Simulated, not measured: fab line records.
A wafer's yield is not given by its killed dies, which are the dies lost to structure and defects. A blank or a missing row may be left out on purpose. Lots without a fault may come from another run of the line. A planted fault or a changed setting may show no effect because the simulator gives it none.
What tool caused it?    flow sky130    12 lots with 36 wafers sampled at 2 steps, on a route of 708 steps

WHAT THE GAUGES SHOWED, per wafer
SKY_CONTACT_THK_MEAS_01.
lot   measured      on             CONTACT_CVD_00_THK (nm)
L075  day 30 22:02  film metro-02  74.8 75.8 75.3
L077  day 31 12:32  film metro-04  74.1 75.6 76.2
L079  day 31 22:11  film metro-02  75.7 74.9 74.4
L081  day 32 14:14  film metro-01  73.0 72.8 75.0
L083  day 33 06:53  film metro-01  75.1 75.4 75.4
L085  day 33 23:05  film metro-01  75.4 77.2 77.0
L087  day 34 18:40  film metro-04  75.6 74.7 77.6
L091  day 35 17:19  film metro-02  73.4 76.2 76.3
L089  day 35 19:07  film metro-02  76.1 75.6 76.5
L093  day 37 00:55  film metro-04  76.1 76.8 77.4
L095  day 37 02:05  film metro-01  75.0 76.1 74.8
L097  day 37 11:31  film metro-04  75.8 76.6 72.9

EACH LOT AND THE TOOL THAT RAN IT (in order: tool; ch and the chambers of the sampled wafers; start)
lot   SKY_LI_CONTACT_CVD_21
L075  cvd w-01 ch 0,1, day 29 16:32
L077  cvd w-01 ch 0,1, day 30 06:59
L079  cvd w-01 ch 0,1, day 30 16:44
L081  cvd w-01 ch 0,1, day 31 08:50
L083  cvd w-02 ch 0,1, day 32 02:30
L085  cvd w-01 ch 0,1, day 32 18:54
L087  cvd w-01 ch 0,1, day 33 15:38
L091  cvd w-02 ch 0,1, day 34 12:32
L089  cvd w-02 ch 0, day 34 14:24
L093  cvd w-02 ch 0,1, day 35 20:50
L095  cvd w-02 ch 0,1, day 35 22:08
L097  cvd w-02 ch 0,1, day 36 07:32
- SKY_LI_CONTACT_CVD_21: deposits W, target thk 400 nm, time 120.56 s.

THE ANSWER, worked out from the rows above alone
Rule: the lots themselves supply what counts as usual. Put in order of their means at a reading, lots are off if they are a third of the lots or fewer, leave a main group of 4 or more, and stand apart from it by a gap of 3 or more times the standard deviation of the main group's means; of several such gaps the widest counts. The tables above print the reading to a certain number of digits; a main group whose means all agree to those digits is not used. A lot without any number at a reading at which 4 lots or more have one is off too. Any other lot the step has rows for is counted as sound.
No lot is off at any reading shown: from this, nothing can be told.

WHAT THE SIMULATOR HAD PUT IN
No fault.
